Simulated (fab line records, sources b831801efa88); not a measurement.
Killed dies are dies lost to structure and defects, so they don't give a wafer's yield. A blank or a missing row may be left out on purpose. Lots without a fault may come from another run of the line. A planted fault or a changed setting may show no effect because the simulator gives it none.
fab line records | flow sky130
record lots=6 wafers=18 last_day=50
route steps=708 shown VIA3@591 METAL4@598 CAP2M@603 PAD_OPEN@708
lots that met no fault: from a run of the same line without faults
start_h: hours from the record's first day to the start of the lot's first wafer shown | wait_h: hours since the lot's step before | " the same as in the row above | L1.1+2: a row that stands for several wafers | - no value, or no start given | * or withheld: withheld | < > ~ a bound
route shown NAME@n: a module of which the file shows steps, and the number in the route of the first | usual: mean/standard deviation of fault-free wafers | same: alike in all rows | chamber/n: place in a boat | sites: the reading at each site | _std_site: their standard deviation | _edge_site: outer sites' mean less inner sites' | radius_mm: how far each site lies from the wafer's centre | mask NAME#n: copy n | behind: the tool/chamber that last shaped the wafer | hold: why the lot was held/for how many hours/how that ended | device: the transistor (n, p or np) that didn't switch | end of line: the same wafers' tests at the end of the route | a step without rows: its recipe alone | killed: dies lost to structure and defects at the first sort, not the wafer's yield | map: a wafer's dies, x killed, . not, _ none there
set.NAME: the setting as run; set.NAME@STEP: as run at that earlier step | model.NAME: the simulator's own value behind a step, which no gauge read
lots at some steps of the route; a table a step, a row a wafer
services: from which hour (start_h, from the record's first day; less than 0 if before it) a tool's chamber was out of use, for how many hours, and why
## steps
# step SKY_VIA3_CLEAN_18
# recipe chemistry=IPA time_s=180 temp_c=25
# step SKY_VIA3_CLEAN_19
# recipe chemistry=O3/DIW dry=n2_spin
# step SKY_VIA3_SPUTTER_20
# recipe material=TiN target_thk_nm=20 chamber_pressure_pa=5 power_w=4000 time_s=80
# usual throttle_valve_pct=29.5/0.83
# columns lot.wafer tool chamber start_h wait_h throttle_valve_pct
L316.1 pvd_sputter-01 - 982.30 0.0 29.0
L316.2 " - " " 29.0
L316.6 " - " " 30.9
L323.1 pvd_sputter-02 - 1017.87 0.0 28.9
L323.4 " - " " 29.7
L323.6 " - " " 30.0
L325.1 pvd_sputter-02 - 1035.56 0.0 28.9
L325.3 " - " " 29.3
L325.4 " - " " 30.0
L326.3 pvd_sputter-03 - 1036.94 0.0 28.2
L326.4 " - " " 30.7
L326.6 " - " " 28.3
L327.1 pvd_sputter-02 - 1037.96 0.0 30.0
L327.2 " - " " 28.5
L327.3 " - " " 29.3
L332.1 pvd_sputter-02 - 1079.17 0.0 29.2
L332.4 " - " " 30.0
L332.5 " - " " 29.8
# step SKY_VIA3_CVD_21
# recipe material=W target_thk_nm=390 time_s=117.31 temp_c=400 pressure_torr=40
# step SKY_VIA3_RS_MEAS_22
# recipe thk_meas_gauge=four-point-probe reads=W_of_VIA3_CVD_21+TiN_of_VIA3_SPUTTER_20
# usual VIA3_W_RS=0.291/0.0054
# columns lot.wafer tool chamber start_h wait_h VIA3_W_RS[ohm/sq]
L316.1 film_metro-01 - 982.48 0.1 0.293
L316.2 " - " " 0.302
L316.6 " - " " 0.300
L323.1 film_metro-01 - 1018.05 0.1 0.302
L323.4 " - " " 0.286
L323.6 " - " " 0.291
L325.1 film_metro-01 - 1035.75 0.1 0.299
L325.3 " - " " 0.303
L325.4 " - " " 0.286
L326.3 film_metro-01 - 1037.17 0.1 0.285
L326.4 " - " " 0.293
L326.6 " - " " 0.299
L327.1 film_metro-02 - 1038.15 0.1 0.297
L327.2 " - " " 0.289
L327.3 " - " " 0.296
L332.1 film_metro-01 - 1079.35 0.1 0.292
L332.4 " - " " 0.280
L332.5 " - " " 0.294
# step SKY_VIA3_THK_MEAS_23
# recipe thk_meas_gauge=xrf reads=W_of_VIA3_CVD_21
# usual VIA3_W_THK=395/9.4
# columns lot.wafer tool chamber start_h wait_h VIA3_W_THK[nm]
L316.1 film_metro-01 - 982.60 0.1 398
L316.2 " - " " 384
L316.6 " - " " 387
L323.1 film_metro-01 - 1018.17 0.1 375
L323.4 " - " " 395
L323.6 " - " " 392
L325.1 film_metro-01 - 1035.87 0.1 387
L325.3 " - " " 382
L325.4 " - " " 402
L326.3 film_metro-01 - 1037.27 0.1 404
L326.4 " - " " 393
L326.6 " - " " 389
L327.1 film_metro-02 - 1038.27 0.1 391
L327.2 " - " " 404
L327.3 " - " " 396
L332.1 film_metro-01 - 1079.47 0.1 390
L332.4 " - " " 406
L332.5 " - " " 390
# step SKY_VIA3_CMP_24
# recipe stop_on=SiO2 t_overpolish_s=20 down_force_psi=3.5 platen_rpm=60 target_thk_nm=0 pad_velocity_m_s=0.94248
# usual motor_current_A=11.1/1.1 overpolish_run_s=20.000/0.0088 time_to_endpoint_s=95/4.3
# columns lot.wafer tool chamber start_h wait_h motor_current_A overpolish_run_s time_to_endpoint_s
L316.2 cmp-01 2 982.71 0.1 12.1 20.000 96
L316.1 " 3 " " 13.3 19.988 88
L316.6 " 1 " " 10.7 20.000 87
L323.1 cmp-02 3 1018.28 0.1 10.7 20.001 91
L323.4 " 1 " " 11.7 20.005 98
L323.6 " 2 " " 11.8 20.008 99
L325.1 cmp-01 0 1035.93 0.1 9.8 19.994 95
L325.4 " 1 " " 11.2 19.986 96
L325.3 " 3 " " 13.1 19.989 86
L326.4 cmp-01 0 1037.31 0.0 10.2 19.977 98
L326.3 " 2 " " 11.9 19.998 100
L326.6 " 0 " " 9.7 20.002 95
L327.1 cmp-02 1 1038.38 0.1 11.5 20.004 94
L327.3 " 2 " " 12.2 20.006 93
L327.2 " 3 " " 11.4 20.002 92
L332.1 cmp-02 2 1079.59 0.1 12.1 19.999 96
L332.4 " 1 " " 12.3 20.022 103
L332.5 " 3 " " 9.9 20.004 91
# step SKY_METAL4_SPUTTER_00
# recipe material=Ti target_thk_nm=15 power_w=3000 time_s=10 chamber_pressure_pa=0.4
# step SKY_METAL4_SPUTTER_01
# recipe material=TiN target_thk_nm=20 power_w=6500 time_s=16.7 chamber_pressure_pa=0.4
# usual throttle_valve_pct=29.6/0.92
# columns lot.wafer tool chamber start_h wait_h throttle_valve_pct
L316.1 pvd_sputter-04 - 982.98 0.0 31.8
L316.2 " - " " 29.5
L316.6 " - " " 31.6
L323.1 pvd_sputter-03 - 1018.55 0.0 30.7
L323.4 " - " " 29.3
L323.6 " - " " 28.4
L325.1 pvd_sputter-04 - 1036.25 0.0 30.0
L325.3 " - " " 32.0
L325.4 " - " " 30.1
L326.3 pvd_sputter-04 - 1037.63 0.0 29.9
L326.4 " - " " 32.0
L326.6 " - " " 29.7
L327.1 pvd_sputter-04 - 1038.65 0.0 29.8
L327.2 " - " " 31.6
L327.3 " - " " 29.6
L332.1 pvd_sputter-02 - 1079.91 0.0 29.7
L332.4 " - " " 28.6
L332.5 " - " " 29.6
# step SKY_METAL4_SPUTTER_02
# recipe material=AlCu target_thk_nm=735 power_w=10600 time_s=39.1 chamber_pressure_pa=0.4
# step SKY_METAL4_SPUTTER_03
# recipe material=Ti target_thk_nm=5 power_w=3000 time_s=3.3 chamber_pressure_pa=0.4
# step SKY_METAL4_SPUTTER_04
# recipe material=TiN target_thk_nm=70 power_w=6500 time_s=58.3 chamber_pressure_pa=0.4
# usual throttle_valve_pct=29.6/0.9
# columns lot.wafer tool chamber start_h wait_h throttle_valve_pct
L316.1 pvd_sputter-04 - 983.07 0.0 31.6
L316.2 " - " " 29.8
L316.6 " - " " 32.0
L323.1 pvd_sputter-03 - 1018.64 0.0 30.9
L323.4 " - " " 29.1
L323.6 " - " " 28.6
L325.1 pvd_sputter-04 - 1036.33 0.0 29.9
L325.3 " - " " 31.8
L325.4 " - " " 29.7
L326.3 pvd_sputter-04 - 1037.71 0.0 29.9
L326.4 " - " " 31.8
L326.6 " - " " 29.9
L327.1 pvd_sputter-04 - 1038.73 0.0 29.6
L327.2 " - " " 31.7
L327.3 " - " " 29.8
L332.1 pvd_sputter-02 - 1080.00 0.0 29.7
L332.4 " - " " 28.5
L332.5 " - " " 29.8
# step SKY_CAP2M_CVD_00
# recipe material=SiO2 target_thk_nm=15.5 temp_c=400 time_s=withheld rf_w=450
# usual heater_power_w=682/73 rf_fwd_power_W=441.4/2.5
# columns lot.wafer tool chamber start_h wait_h heater_power_w rf_fwd_power_W model.SiO2_of_CAP2M_CVD_00.thk_nm
L316.1 pecvd-02 1 983.11 0.0 673 444.4 15.5
L316.2 " 2 " " 650 441.7 15.66
L316.6 " 1 " " 692 443.9 15.71
L323.1 pecvd-02 0 1018.69 0.0 735 440.4 15.21
L323.4 " 0 " " 757 442.6 15.46
L323.6 " 1 " " 586 440.8 15.38
L325.1 pecvd-02 1 1036.38 0.0 645 442.1 15.17
L325.3 " 0 " " 648 442.4 22.49
L325.4 " 0 " " 668 441.4 15.44
L326.3 pecvd-01 0 1037.77 0.0 575 438.4 15.78
L326.4 " 1 " " 725 443.1 15.84
L326.6 " 0 " " 577 438.6 15.48
L327.1 pecvd-02 1 1038.78 0.0 698 442.3 15.31
L327.2 " 0 " " 736 440.2 15.33
L327.3 " 2 " " 728 440.7 22.51
L332.1 pecvd-04 1 1080.04 0.0 650 443.1 15.27
L332.4 " 1 " " 649 443.9 15.69
L332.5 " 1 " " 662 446.2 15.74
# step SKY_CAP2M_THK_MEAS_01
# recipe reads=SiO2_of_CAP2M_CVD_00
# usual CAP2M_CVD_00_THK=15.54/0.23
# columns lot.wafer tool chamber start_h wait_h CAP2M_CVD_00_THK[nm]
L316.1 film_metro-01 - 983.14 - 15.49
L316.2 " - " " 15.68
L316.6 " - " " 15.74
L323.1 film_metro-01 - 1018.71 - 15.19
L323.4 " - " " 15.50
L323.6 " - " " 15.42
L325.1 film_metro-01 - 1036.40 - 15.14
L325.3 " - " " 22.48
L325.4 " - " " 15.42
L326.3 film_metro-02 - 1037.81 - 15.80
L326.4 " - " " 15.82
L326.6 " - " " 15.57
L327.1 film_metro-02 - 1038.80 - 15.34
L327.2 " - " " 15.33
L327.3 " - " " 22.49
L332.1 film_metro-02 - 1080.08 - 15.27
L332.4 " - " " 15.74
L332.5 " - " " 15.79
# step SKY_CAP2M_SPUTTER_02
# recipe material=TiN target_thk_nm=200 temp_c=300 power_w=6500 time_s=166.7 chamber_pressure_pa=0.4
# step SKY_CAP2M_RS_MEAS_03
# recipe thk_meas_gauge=four-point-probe reads=TiN_of_CAP2M_SPUTTER_02
# usual CAP2M_TIN_RS=6.95/0.094
# columns lot.wafer tool chamber start_h wait_h CAP2M_TIN_RS[ohm/sq]
L316.1 film_metro-03 - 983.31 0.1 6.80
L316.2 " - " " 6.91
L316.6 " - " " 6.83
L323.1 film_metro-03 - 1018.88 0.1 6.78
L323.4 " - " " 6.84
L323.6 " - " " 6.81
L325.1 film_metro-01 - 1036.57 0.1 7.25
L325.3 " - " " 7.03
L325.4 " - " " 7.09
L326.3 film_metro-01 - 1038.00 0.1 7.03
L326.4 " - " " 6.94
L326.6 " - " " 6.96
L327.1 film_metro-03 - 1038.97 0.1 6.98
L327.2 " - " " 7.04
L327.3 " - " " 6.80
L332.1 film_metro-01 - 1080.25 0.1 6.83
L332.4 " - " " 6.86
L332.5 " - " " 6.88
# step SKY_CAP2M_THK_MEAS_04
# recipe thk_meas_gauge=xrf reads=TiN_of_CAP2M_SPUTTER_02
# usual CAP2M_TIN_THK=197.0/2.9
# columns lot.wafer tool chamber start_h wait_h CAP2M_TIN_THK[nm]
L316.1 film_metro-03 - 983.43 0.1 202.1
L316.2 " - " " 198.9
L316.6 " - " " 202.2
L323.1 film_metro-03 - 1019.00 0.1 202.5
L323.4 " - " " 200.8
L323.6 " - " " 202.3
L325.1 film_metro-01 - 1036.69 0.1 187.7
L325.3 " - " " 192.3
L325.4 " - " " 192.1
L326.3 film_metro-01 - 1038.10 0.1 192.5
L326.4 " - " " 196.0
L326.6 " - " " 195.6
L327.1 film_metro-03 - 1039.09 0.1 198.2
L327.2 " - " " 195.0
L327.3 " - " " 202.9
L332.1 film_metro-01 - 1080.37 0.1 198.3
L332.4 " - " " 197.5
L332.5 " - " " 196.5
# step SKY_CAP2M_DEHYDRATE_05
# recipe temp_c=200 time_s=60
# step SKY_CAP2M_HMDS_06
# recipe prime_time_s=60 prime_temp_c=120
# step SKY_CAP2M_COAT_07
# recipe resist=NOVOLAK spin_rpm=3000 resist_thk_nm=1140
# step SKY_CAP2M_SOFTBAKE_08
# recipe temp_c=90 time_s=60 resist=NOVOLAK
# step SKY_CAP2M_EXPOSE_09
# recipe mask_id=CAP2M na=0.6 source_shape=conventional sigma_outer=0.6 polarization=unpolarized target_cd_nm=1000 dose_mj=159
# step SKY_CAP2M_PEB_10
# recipe temp_c=withheld time_s=* resist=NOVOLAK
# step SKY_CAP2M_DEVELOP_11
# recipe resist=NOVOLAK developer=TMAH develop_time_s=60 dev_temp_c=23
# step SKY_CAP2M_OVL_MEAS_12
# usual CAP2M_OVL=0.1/2
# columns lot.wafer tool chamber start_h wait_h CAP2M_OVL[nm]
L316.1 overlay-01 - 1007.35 0.1 2.5
L316.2 " - " " 2.6
L316.6 " - " " -1.0
L323.1 overlay-01 - 1041.38 0.1 0.0
L323.4 " - " " 1.0
L323.6 " - " " -0.5
L325.1 overlay-01 - 1058.30 0.1 0.6
L325.3 " - " " -0.2
L325.4 " - " " -0.5
L326.3 overlay-01 - 1059.49 0.1 0.9
L326.4 " - " " 1.7
L326.6 " - " " 0.1
L327.1 overlay-02 - 1060.80 0.1 2.0
L327.2 " - " " 0.3
L327.3 " - " " 2.8
L332.1 overlay-02 - 1100.95 0.1 -1.2
L332.4 " - " " -1.4
L332.5 " - " " -2.1
# step SKY_CAP2M_METAL_ETCH_13
# recipe target_depth_nm=220 stop_on=SiO2 chemistry=Cl2/BCl3 target=TiN pressure_mtorr=10 icp_w=900 bias_w=48.5 Cl2_flow_sccm=60 bcl3_flow_sccm=30 time_s=62.9
# step SKY_CAP2M_STRIP_14
# recipe chemistry=O2/N2 power_w=1400 pressure_mtorr=1500 platen_temp_c=withheld o2_flow_sccm=3000 n2_flow_sccm=300 overash_fraction=0.5
# usual drypump_motor_current_A=5.5/0.39 oes_product_au=0.710/0.005 strip_time_to_endpoint_s=12.61/0.058
# columns lot.wafer tool chamber start_h wait_h drypump_motor_current_A oes_product_au rf_hours_counter_h strip_time_to_endpoint_s
L316.1 plasma_asher-01 0 1007.46 0.1 5.9 0.703 82 12.65
L316.2 " 1 " " 5.4 0.715 82 12.57
L316.6 " 0 " " 5.9 0.714 - 12.60
L323.1 plasma_asher-02 1 1041.50 0.1 5.1 0.717 63 12.65
L323.4 " 1 " " 5.1 0.702 - 12.68
L323.6 " 0 " " 5.2 0.712 - 12.71
L325.1 plasma_asher-01 1 1058.41 0.1 5.4 0.723 88 12.66
L325.3 " 1 " " 5.4 0.714 - 12.55
L325.4 " 0 " " 5.9 0.717 - 12.67
L326.3 plasma_asher-02 1 1059.76 0.1 5.1 0.713 - 12.56
L326.4 " 0 " " 5.2 0.706 - 12.52
L326.6 " 0 " " 5.2 0.702 - 12.48
L327.1 plasma_asher-02 1 1060.91 0.1 5.1 0.714 65 12.60
L327.2 " 0 " " 5.2 0.712 65 12.68
L327.3 " 1 " " 5.1 0.711 - 12.65
L332.1 plasma_asher-03 1 1101.06 0.1 6.0 0.711 4 12.68
L332.4 " 0 " " 6.1 0.714 - 12.68
L332.5 " 0 " " 6.1 0.714 - 12.63
# step SKY_CAP2M_STRIP_15
# recipe chemistry=post_etch_residue_remover time_s=1200 temp_c=72.5
# step SKY_CAP2M_CLEAN_16
# recipe chemistry=IPA time_s=180 temp_c=25
# step SKY_CAP2M_CLEAN_17
# recipe chemistry=O3/DIW dry=n2_spin
# step SKY_METAL4_DEHYDRATE_05
# recipe temp_c=200 time_s=60
# step SKY_METAL4_HMDS_06
# recipe prime_time_s=60 prime_temp_c=120
# step SKY_METAL4_COAT_07
# recipe resist=BARC temp_c=withheld time_s=withheld spin_rpm=3000 resist_thk_nm=60
# step SKY_METAL4_COAT_08
# recipe resist=KrF-thick spin_rpm=3000 resist_thk_nm=1140
# step SKY_METAL4_SOFTBAKE_09
# recipe temp_c=100 time_s=90 resist=KrF-thick
# step SKY_METAL4_EXPOSE_10
# recipe mask_id=MM4 na=0.68 source_shape=annular sigma_inner=0.4 sigma_outer=0.8 target_cd_nm=300 dose_mj=28
# step SKY_METAL4_PEB_11
# recipe peb_temp_c=withheld peb_time_s=withheld resist=KrF-thick
# step SKY_METAL4_DEVELOP_12
# recipe develop_time_s=60 resist=KrF-thick dev_temp_c=21
# step SKY_METAL4_CD_MEAS_13
# recipe target_cd_nm=300
# usual cd_nm=299.9/1.3
# columns lot.wafer tool chamber start_h wait_h cd_nm
L316.1 cd_sem-01 - 1030.15 - 298.5
L316.2 " - " " 299.0
L316.6 " - " " 298.3
L323.1 cd_sem-02 - 1064.05 - 302.3
L323.4 " - " " 300.9
L323.6 " - " " 300.1
L325.1 cd_sem-02 - 1080.85 - 300.3
L325.3 " - " " 301.5
L325.4 " - " " 301.2
L326.3 cd_sem-02 - 1082.24 - 299.8
L326.4 " - " " 300.7
L326.6 " - " " 299.6
L327.1 cd_sem-02 - 1083.20 - 298.1
L327.2 " - " " 297.6
L327.3 " - " " 297.6
L332.1 cd_sem-02 - 1121.97 - 299.4
L332.4 " - " " 299.1
L332.5 " - " " 299.1
# step SKY_METAL4_OVL_MEAS_14
# usual METAL4_OVL=2/5.2
# columns lot.wafer tool chamber start_h wait_h METAL4_OVL[nm]
L316.1 overlay-01 - 1030.27 0.1 2
L316.2 " - " " -6
L316.6 " - " " -4
L323.1 overlay-02 - 1064.17 0.1 7
L323.4 " - " " 2
L323.6 " - " " 5
L325.1 overlay-01 - 1080.97 0.1 1
L325.3 " - " " -7
L325.4 " - " " 3
L326.3 overlay-01 - 1082.33 0.1 -5
L326.4 " - " " 8
L326.6 " - " " -1
L327.1 overlay-02 - 1083.32 0.1 -3
L327.2 " - " " -2
L327.3 " - " " 6
L332.1 overlay-01 - 1122.09 0.1 2
L332.4 " - " " 3
L332.5 " - " " 0
# step SKY_METAL4_DESCUM_15
# recipe chemistry=O2 source_power_w=150 bias_power_w=0 pressure_mtorr=10 temp_c=40 time_s=8
# step SKY_METAL4_ETCH_16
# recipe chemistry=N2/H2 target=BARC ion_energy_ev=200 bias_w=100 pressure_mtorr=30 n2_flow_sccm=100 h2_flow_sccm=200 icp_w=500 stop_on=SiO2 time_s=88.2 target_depth_a=600
# step SKY_METAL4_ETCH_17
# recipe target=SiO2 stop_on=TiN chemistry=C4F8/O2/Ar source_w=1500 bias_w=1200 pressure_mtorr=40 c4f8_flow_sccm=withheld O2_flow_sccm=6 Ar_flow_sccm=300 time_s=3.9 target_depth_a=150
# usual oes_product_au=0.755/0.0074 rf_fwd_power_W=1469/7.5
# columns lot.wafer tool chamber start_h wait_h oes_product_au rf_fwd_power_W rf_hours_counter_h model.etch.depth_nm
L316.1 rie_diel-02 2 1030.43 0.1 0.747 1462 17 15.5
L316.2 " 3 " " 0.760 1473 23 15.66
L316.6 " 0 " " 0.753 1455 - 15.71
L323.1 rie_diel-02 3 1064.33 0.1 0.746 1477 25 15.21
L323.4 " 0 " " 0.743 1466 - 15.46
L323.6 " 3 " " 0.748 1473 - 15.38
L325.1 rie_diel-03 3 1081.13 0.1 0.746 1472 16 15.17
L325.3 " 0 " " 0.920 1469 0 22.49
L325.4 " 2 " " 0.749 1471 22 15.44
L326.3 rie_diel-03 1 1082.48 0.0 0.762 1460 21 15.78
L326.4 " 2 " " 0.761 1463 22 15.84
L326.6 " 2 " " 0.749 1469 - 15.48
L327.1 rie_diel-02 2 1083.48 0.1 0.756 1466 19 15.31
L327.2 " 0 " " 0.749 1460 24 15.33
L327.3 " 1 " " 0.933 1470 0 22.51
L332.1 rie_diel-02 1 1122.25 0.1 0.747 1468 2 15.27
L332.4 " 3 " " 0.753 1478 27 15.69
L332.5 " 3 " " 0.753 1474 - 15.74
# step SKY_PAD_OPEN_PROBE_99
# usual defect_limited_yield=82.7/2 killed_at_M0_to_M3=42/6.7 killed_at_M4_up=3.3/2.1 killed_at_contacts=24/5.1 killed_at_front_end=15/4.6 killed_at_other=0.3/0.58 killed_dies=85/9.9 killed_open=46/6.9 killed_short=38/7
# same gross_dies=492 killed_at_back_side=0
# columns lot.wafer tool chamber start_h wait_h defect_limited_yield[%] killed_at_M0_to_M3 killed_at_M4_up killed_at_contacts killed_at_front_end killed_at_other killed_dies killed_open killed_short model.etest.tester.sort_n_pass model.etest.tester.sort_yield_pct model.etest.tester.sort_bin_5_pct model.etest.cap_mim2.bv_v model.etest.cap_mim2.leak_log10_a_cm2 model.etest.cap_mim2.c_ff_um2 model.etest.tester.sort_bin_8_pct model.etest.tester.sort_bin_4_pct
L316.1 prober-02 - 1120.11 0.1 79.1 55 5 24 19 0 103 45 56 389 79.06 12.2 13.68 -8.896 2.339 0 0
L316.2 prober-02 - 1120.16 0.1 83.1 42 4 21 13 3 83 44 36 409 83.13 9.756 14.02 -9.322 2.319 0 0
L316.6 prober-02 - 1120.36 0.2 83.9 47 3 11 18 0 79 33 44 413 83.94 9.146 14.44 -9.113 2.292 0 0
L323.1 prober-01 - 1152.67 0.1 82.9 36 4 28 16 0 84 50 34 408 82.93 9.553 13.84 -8.931 2.395 0 0
L323.4 prober-01 - 1152.82 0.2 84.3 33 4 31 9 0 77 41 36 415 84.35 8.74 13.6 -8.893 2.334 0 0
L323.6 prober-01 - 1152.92 0.2 80.3 45 2 34 16 0 97 61 36 395 80.28 10.37 13.46 -9.015 2.365 0 0
L325.1 prober-01 - 1164.11 0.1 82.5 48 4 18 16 0 86 43 43 406 82.52 10.57 13.53 -8.931 2.389 0 0
L325.3 prober-01 - 1164.21 0.2 83.9 42 1 22 14 0 79 47 31 0 0 93.5 20.07 -10.25 1.604 5.177e-10 0
L325.4 prober-01 - 1164.26 0.2 82.1 49 1 22 15 1 88 61 27 404 82.11 10.77 13.96 -8.905 2.341 0 0
L326.3 prober-02 - 1167.07 0.2 84.6 37 5 24 8 2 76 36 40 416 84.55 8.74 13.45 -9.086 2.309 0 0
L326.4 prober-02 - 1167.12 0.2 82.1 46 6 15 21 0 88 48 39 404 82.11 9.553 14.28 -9.028 2.285 0 0
L326.6 prober-02 - 1167.22 0.2 79.7 46 3 24 27 0 100 54 45 392 79.67 10.98 13.65 -9.038 2.339 0 0
L327.1 prober-01 - 1167.32 0.1 84.1 39 1 26 12 0 78 49 29 414 84.15 10.98 13.86 -9.099 2.361 0 0
L327.2 prober-01 - 1167.37 0.1 83.3 37 8 23 13 1 82 40 42 410 83.33 10.37 13.78 -8.993 2.339 0 0
L327.3 prober-01 - 1167.42 0.2 83.9 37 0 26 15 1 79 43 35 0 0 93.7 21.54 -10.17 1.615 4.606e-07 3.01e-12
L332.1 prober-02 - 1199.47 0.1 83.3 36 6 28 12 0 82 43 39 410 83.33 8.74 13.87 -9.023 2.378 0 0
L332.4 prober-02 - 1199.62 0.2 83.7 37 1 34 7 1 80 47 33 412 83.74 8.333 14.27 -9.204 2.319 0 0
L332.5 prober-02 - 1199.67 0.2 80.9 47 6 28 12 1 94 49 45 398 80.89 9.35 14.42 -8.96 2.298 0 0
# killed by level:class
L316.1 METAL1:geometric_particle:short=11 METAL2:geometric_particle:short=10 VIA1:geometric_particle:open=10 LI_CONTACT:geometric_particle:open=9 VIA1:geometric_particle:short=8 CONTACT:geometric_particle:open=6 FIELD_ISO:geometric_particle:short=5 POLY_GATE:geometric_particle:short=5
L316.2 VIA1:geometric_particle:open=11 CONTACT:geometric_particle:open=6 VIA2:geometric_particle:open=6 LOCAL_INTERCONNECT:geometric_particle:short=5 VIA1:geometric_particle:short=5 VIA3:geometric_particle:open=5 METAL2:geometric_particle:short=5 LI_CONTACT:geometric_particle:open=4
L316.6 VIA2:geometric_particle:open=10 METAL3:geometric_particle:short=7 VIA1:geometric_particle:open=6 POLY_GATE:geometric_particle:short=5 CONTACT:geometric_particle:open=5 METAL1:geometric_particle:short=5 VIA3:geometric_particle:short=5 FIELD_ISO:geometric_particle:short=4
L323.1 LI_CONTACT:geometric_particle:open=12 CONTACT:geometric_particle:open=10 VIA1:geometric_particle:open=6 VIA2:geometric_particle:open=6 POLY_GATE:geometric_particle:short=5 METAL1:geometric_particle:short=5 CONTACT:geometric_particle:short=4 VIA3:geometric_particle:open=4
L323.4 LI_CONTACT:geometric_particle:open=14 VIA1:geometric_particle:open=9 LI_CONTACT:geometric_particle:short=6 VIA2:geometric_particle:open=6 METAL2:geometric_particle:short=5 LOCAL_INTERCONNECT:geometric_particle:short=4 METAL4:geometric_particle:short=4 FIELD_ISO:geometric_particle:short=3
L323.6 CONTACT:geometric_particle:open=17 VIA1:geometric_particle:open=12 POLY_GATE:geometric_particle:open=8 LOCAL_INTERCONNECT:geometric_particle:short=7 METAL1:geometric_particle:short=7 VIA2:geometric_particle:open=7 METAL2:geometric_particle:short=6 LI_CONTACT:geometric_particle:open=6
L325.1 VIA1:geometric_particle:open=13 METAL1:geometric_particle:short=11 LI_CONTACT:geometric_particle:open=7 LOCAL_INTERCONNECT:geometric_particle:short=6 VIA3:geometric_particle:open=6 FIELD_ISO:geometric_particle:short=5 POLY_GATE:geometric_particle:short=4 METAL3:geometric_particle:short=4
L325.3 LI_CONTACT:geometric_particle:open=10 METAL2:geometric_particle:short=7 VIA3:geometric_particle:open=6 VIA1:geometric_particle:open=6 CONTACT:geometric_particle:open=6 VIA1:geometric_particle:short=6 POLY_GATE:geometric_particle:open=5 METAL1:geometric_particle:short=5
L325.4 VIA1:geometric_particle:open=25 VIA2:geometric_particle:open=8 LI_CONTACT:geometric_particle:open=6 CONTACT:geometric_particle:open=6 CONTACT:geometric_particle:short=5 VIA1:geometric_particle:short=5 VIA3:geometric_particle:open=5 POLY_GATE:geometric_particle:open=4
L326.3 VIA3:geometric_particle:open=8 LI_CONTACT:geometric_particle:short=7 LI_CONTACT:geometric_particle:open=7 METAL1:geometric_particle:short=7 METAL2:geometric_particle:short=5 CONTACT:geometric_particle:open=5 VIA1:geometric_particle:open=4 METAL4:geometric_particle:short=4
L326.4 VIA1:geometric_particle:open=13 VIA2:geometric_particle:open=7 METAL2:geometric_particle:short=7 CONTACT:geometric_particle:open=6 POLY_GATE:geometric_particle:open=5 METAL4:geometric_particle:short=5 VIA3:geometric_particle:open=5 POLY_GATE:geometric_particle:short=4
L326.6 VIA1:geometric_particle:open=12 POLY_GATE:geometric_particle:open=9 CONTACT:geometric_particle:open=9 POLY_GATE:geometric_particle:short=7 LI_CONTACT:geometric_particle:open=7 VIA2:geometric_particle:short=6 LOCAL_INTERCONNECT:geometric_particle:short=5 VIA3:geometric_particle:short=5
L327.1 LI_CONTACT:geometric_particle:open=11 CONTACT:geometric_particle:open=9 METAL2:geometric_particle:short=6 METAL1:geometric_particle:short=6 VIA3:geometric_particle:open=6 VIA1:geometric_particle:open=5 POLY_GATE:geometric_particle:short=4 VIA1:geometric_particle:short=4
L327.2 VIA1:geometric_particle:open=10 FIELD_ISO:geometric_particle:short=8 CONTACT:geometric_particle:open=8 VIA1:geometric_particle:short=7 LI_CONTACT:geometric_particle:open=5 LOCAL_INTERCONNECT:geometric_particle:short=4 METAL2:geometric_particle:short=4 FIELD_ISO:geometric_particle:open=3
L327.3 CONTACT:geometric_particle:open=13 VIA1:geometric_particle:open=7 LI_CONTACT:geometric_particle:open=6 METAL1:geometric_particle:short=6 METAL2:geometric_particle:short=6 FIELD_ISO:geometric_particle:short=5 VIA2:geometric_particle:open=5 POLY_GATE:geometric_particle:open=4
L332.1 LI_CONTACT:geometric_particle:open=8 CONTACT:geometric_particle:open=8 CONTACT:geometric_particle:short=8 VIA1:geometric_particle:open=7 METAL2:geometric_particle:short=5 VIA3:geometric_particle:open=5 POLY_GATE:geometric_particle:short=4 VIA2:geometric_particle:open=4
L332.4 CONTACT:geometric_particle:open=18 VIA1:geometric_particle:open=9 LI_CONTACT:geometric_particle:open=7 METAL2:geometric_particle:short=7 VIA2:geometric_particle:open=5 CONTACT:geometric_particle:short=4 METAL1:geometric_particle:short=4 VIA1:geometric_particle:short=3
L332.5 VIA1:geometric_particle:open=13 CONTACT:geometric_particle:open=10 LI_CONTACT:geometric_particle:open=6 CONTACT:geometric_particle:short=6 VIA3:geometric_particle:short=5 METAL1:geometric_particle:open=5 METAL2:geometric_particle:short=5 METAL4:geometric_particle:short=5
## services
# columns tool chamber start_h hours kind
rie_diel-02 2 967.03 2.4 repair
cmp-01 - 975.58 2.5 repair
cmp-02 - 982.65 5.8 pm
plasma_asher-01 - 986.27 2.8 pm
rie_diel-03 1 991.66 4.9 repair
pvd_sputter-02 - 995.14 1.4 repair
pvd_sputter-03 - 997.14 12.2 repair
pvd_sputter-04 - 1004.48 15.0 repair
rie_diel-02 1 1005.28 4.9 repair
rie_diel-02 2 1008.70 1.4 repair
cmp-01 - 1012.97 3.0 repair
rie_diel-02 3 1015.22 9.9 repair
rie_diel-02 1 1020.27 15.3 repair
cmp-01 - 1033.90 1.7 repair
rie_diel-03 0 1052.87 6.0 repair
cmp-01 - 1059.91 7.9 pm
cmp-01 - 1071.14 1.6 repair
cmp-01 - 1076.29 5.3 repair
rie_diel-03 - 1087.40 2.8 pm
plasma_asher-01 - 1088.08 15.6 repair
cmp-01 - 1091.02 0.8 repair
cmp-01 - 1097.19 2.4 repair
cmp-01 - 1099.61 4.0 pm
rie_diel-03 2 1115.81 4.3 repair
## key
first_sign step=SKY_CAP2M_THK_MEAS_01 reading=CAP2M_CVD_00_THK direction=up sigmas=30 usual=15.54 struck=22.49
effect step=SKY_METAL4_ETCH_17 reading=oes_product_au direction=up sigmas=23 usual=0.755 struck=0.927
model_effect step=SKY_CAP2M_CVD_00 value=SiO2_of_CAP2M_CVD_00.thk_nm without=15.31 struck=22.5
model_effect step=SKY_METAL4_ETCH_17 value=etch.depth_nm without=15.31 struck=22.5
model_effect step=SKY_PAD_OPEN_PROBE_99 value=etest.tester.sort_n_pass without=413 struck=0
met_at SKY_CAP2M_CVD_00
struck_wafers L325.3,L327.3
onset_between 1018.69 1036.38
fault kind=process_parameter_drift tool=pecvd-02 chamber=- onset_h=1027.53 steps=SKY_CAP2M_CVD_00 channel=target_thk_nm offset=7.2445 shape=step end_h=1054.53 scope=struck_wafers_only acts_in=these_recipes_only stated=15.5
